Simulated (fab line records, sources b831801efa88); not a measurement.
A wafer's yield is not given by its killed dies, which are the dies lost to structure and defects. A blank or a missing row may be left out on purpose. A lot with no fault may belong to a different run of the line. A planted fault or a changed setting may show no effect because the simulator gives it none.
Struck lot and sound lot, side by side -- flow gf180mcu -- 17 out of 602 route steps
Sound: wafers L110.3, L110.5, L110.6. Struck: wafers L121.5, L121.6. (L121.2 of the same lot was not struck and is left out.) The cause comes at the end.
Per side, at each step with rows, come the tool, then ch with its chambers, and then its first start. Under that, the readings that differ: sound wafers -- struck wafers -- difference of the means -- sigmas: that difference in standard deviations of wafers without a fault.
alike: same words and numbers on both sides, and readings whose means sit less than 2 such deviations apart. not compared: any withheld reading, any reading some wafer has no value for, any bound like >300 that may hide the same value, and any number with overlapping values for which the record gives no deviation.
The two part at a step that has a row with sigmas, a row that says differs or no value, or rows on one side only. When numbers do not overlap yet have no deviation, they are printed without sigmas and do not part them. Lack of a reading on every wafer of one side parts them only where that side has two or more wafers.

first, 4 steps without rows for these wafers: GF_M3_SOFTBAKE_10 (time 57.13 s); GF_M3_EXPOSE_11 (exposes mask Metal3, target cd 280 nm); GF_M3_PEB_12 (peb time 90 s); GF_M3_DEVELOP_13 (develop time 60 s).
GF_M3_CD_MEAS_14: target cd 280 nm.
  sound on cd_sem-02, day 23 14:52; struck on cd_sem-02, day 26 17:56
reading,sound,struck,difference,sigmas
cd_nm (nm),281.2 281.6 281.9,277.5 277.7,-4.0,-4
GF_M3_OVL_MEAS_15:
  sound on overlay-02, day 23 14:57; struck on overlay-02, day 26 18:03
  alike: M3_OVL
GF_M3_METAL_ETCH_16: etches the open film in Cl2/BCl3, stops on SiO2, target depth 627.5 nm, time 104.6 s.
  sound on rie_metal-01 ch 0,1, day 23 15:01; struck on rie_metal-04 ch 0,1, day 26 18:05
reading,sound,struck,difference,sigmas
drypump_motor_current_A (A),5.5 6.0 5.5,6.7 6.5,+0.9,+2
  alike: oes_product_au, throttle_valve_pct
  not compared: rf_hours_counter_h
GF_M3_STRIP_17: strips in O2/N2.
  sound on plasma_asher-04 ch 0,1, day 23 15:07; struck on plasma_asher-02 ch 0,1, day 26 18:11
reading,sound,struck,difference,sigmas
strip_time_to_endpoint_s (s),7.95 7.87 7.95,7.81 7.85,-0.09,-2
  alike: drypump_motor_current_A, heater_power_w, oes_product_au
  not compared: rf_hours_counter_h
then, 3 steps without rows for these wafers: GF_M3_STRIP_18 (strips in post etch residue remover, time 1200 s); GF_M3_CLEAN_19 (cleans in DIW); GF_V3_CVD_00 (deposits SiO2, target thk 600 nm, time 100 s).
GF_V3_THK_MEAS_01:
  sound on film_metro-03, day 23 15:43; struck on film_metro-02, day 26 18:56
  alike: V3_CVD_00_THK
GF_V3_CVD_02: deposits SiO2 from TEOS, target thk 850 nm, time 94.851 s.
  sound on pecvd-04 ch 0,2, day 23 15:46; struck on pecvd-04 ch 1,2, day 26 18:59
reading,sound,struck,difference,sigmas
model.SiO2_of_V3_CVD_02.thk_nm (nm),828.5 842.8 844.1,1298 1303,+462,
  alike: heater_power_w
GF_V3_THK_MEAS_03:
  sound on film_metro-03, day 23 15:51; struck on film_metro-03, day 26 19:04
reading,sound,struck,difference,sigmas
V3_CVD_02_THK (nm),829 843 845,1298 1302,+461,+42
GF_V3_CMP_04: polishes SiO2.
  sound on cmp-02 ch 1,2,3, day 23 15:59; struck on cmp-02 ch 1,2, day 26 19:13
reading,sound,struck,difference,sigmas
time_to_endpoint_s (s),82 84 84,237 237,+154,+23
  alike: motor_current_A
GF_V3_BOW_MEAS_05:
  sound on film_metro-01, day 23 16:14; struck on film_metro-02, day 26 19:26
  alike: V3_BOW
-- the record jumps here: 7 days lie between the struck wafers' starts before and after (it left off in module V3 and takes up again in module PASSIVATION, whose first step shown is number 602 of the route) --
GF_PASSIVATION_PROBE_99:
  rows exist in the record for the struck wafers here (prober-01, day 33 12:34), but not for the sound ones

== WHERE THEY PART ==
Earliest at GF_M3_CD_MEAS_14; latest, in this record, at GF_PASSIVATION_PROBE_99.

WHY: whatever the simulator had introduced
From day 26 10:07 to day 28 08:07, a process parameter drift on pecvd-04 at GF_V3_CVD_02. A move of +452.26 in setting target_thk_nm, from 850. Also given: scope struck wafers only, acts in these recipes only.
